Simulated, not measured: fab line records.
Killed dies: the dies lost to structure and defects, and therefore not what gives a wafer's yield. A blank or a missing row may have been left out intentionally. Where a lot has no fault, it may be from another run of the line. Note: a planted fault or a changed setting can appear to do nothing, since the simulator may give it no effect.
Which tool is to blame? || flow sky130 || 36 wafers sampled from 12 lots at 1 step of a route of 708

== WHAT THE GAUGES SHOWED, per wafer ==
SKY_FIELD_ISO_THK_MEAS_02.
{"lot": "L840", "measured": "day 1 16:39", "on": "film-metro-01", "FIELD_ISO_OXIDATION_00_THK (nm)": "11.65 11.55 11.77"}
{"lot": "L843", "measured": "day 2 08:02", "on": "film-metro-04", "FIELD_ISO_OXIDATION_00_THK (nm)": "11.92 12.01 11.99"}
{"lot": "L846", "measured": "day 3 00:46", "on": "film-metro-03", "FIELD_ISO_OXIDATION_00_THK (nm)": "12.21 12.48 12.33"}
{"lot": "L849", "measured": "day 3 14:45", "on": "film-metro-03", "FIELD_ISO_OXIDATION_00_THK (nm)": "11.83 11.74 11.60"}
{"lot": "L850", "measured": "day 3 18:48", "on": "film-metro-04", "FIELD_ISO_OXIDATION_00_THK (nm)": "12.31 12.39 12.42"}
{"lot": "L851", "measured": "day 3 23:38", "on": "film-metro-01", "FIELD_ISO_OXIDATION_00_THK (nm)": "12.03 12.19 11.94"}
{"lot": "L852", "measured": "day 4 04:38", "on": "film-metro-04", "FIELD_ISO_OXIDATION_00_THK (nm)": "11.60 11.72 11.73"}
{"lot": "L856", "measured": "day 5 00:50", "on": "film-metro-04", "FIELD_ISO_OXIDATION_00_THK (nm)": "12.01 11.78 12.06"}
{"lot": "L859", "measured": "day 5 19:18", "on": "film-metro-03", "FIELD_ISO_OXIDATION_00_THK (nm)": "12.12 12.05 11.97"}
{"lot": "L860", "measured": "day 6 05:15", "on": "film-metro-01", "FIELD_ISO_OXIDATION_00_THK (nm)": "11.77 11.78 11.58"}
{"lot": "L861", "measured": "day 6 05:15", "on": "film-metro-03", "FIELD_ISO_OXIDATION_00_THK (nm)": "11.70 11.81 11.79"}
{"lot": "L862", "measured": "day 6 12:50", "on": "film-metro-03", "FIELD_ISO_OXIDATION_00_THK (nm)": "11.95 12.08 12.20"}

== WHAT TOOL EACH LOT RAN ON (gives the tool, then ch and the chambers of the sampled wafers, and finally the start) ==
Record: no process step prior to these readings.

== AS READ BY THE TOOLS THEMSELVES (means over the sampled wafers that have a number; for cases with no such wafer, the mark the record gives instead) ==
The record holds no such reading with a usual standard deviation.

== THE ANSWER, worked out from the rows above alone ==
Rule: what is usual is taken from the lots themselves. Put in order of their means at a reading, lots are off if they are a third of the lots or fewer, leave a main group of 4 or more, and stand apart from it by a gap of 3 or more times the standard deviation of the main group's means; of several such gaps the widest counts. A main group whose means are all the same, to the digits that the tables above print for the reading, isn't used. A lot without any number at a reading at which 4 lots or more have one is off too. Where the step has rows for the other lots, those lots are counted as sound. The gauges are gone through in route order, then the tools' own readings, and for those a lot's mean is taken as printed above. At the first step where some lot is off, the reading lying furthest off is the one used; lots without a number count as furthest.
No lot is off on any of the readings shown, so nothing can be concluded from this.

== WHAT THE SIMULATOR HAD PUT IN ==
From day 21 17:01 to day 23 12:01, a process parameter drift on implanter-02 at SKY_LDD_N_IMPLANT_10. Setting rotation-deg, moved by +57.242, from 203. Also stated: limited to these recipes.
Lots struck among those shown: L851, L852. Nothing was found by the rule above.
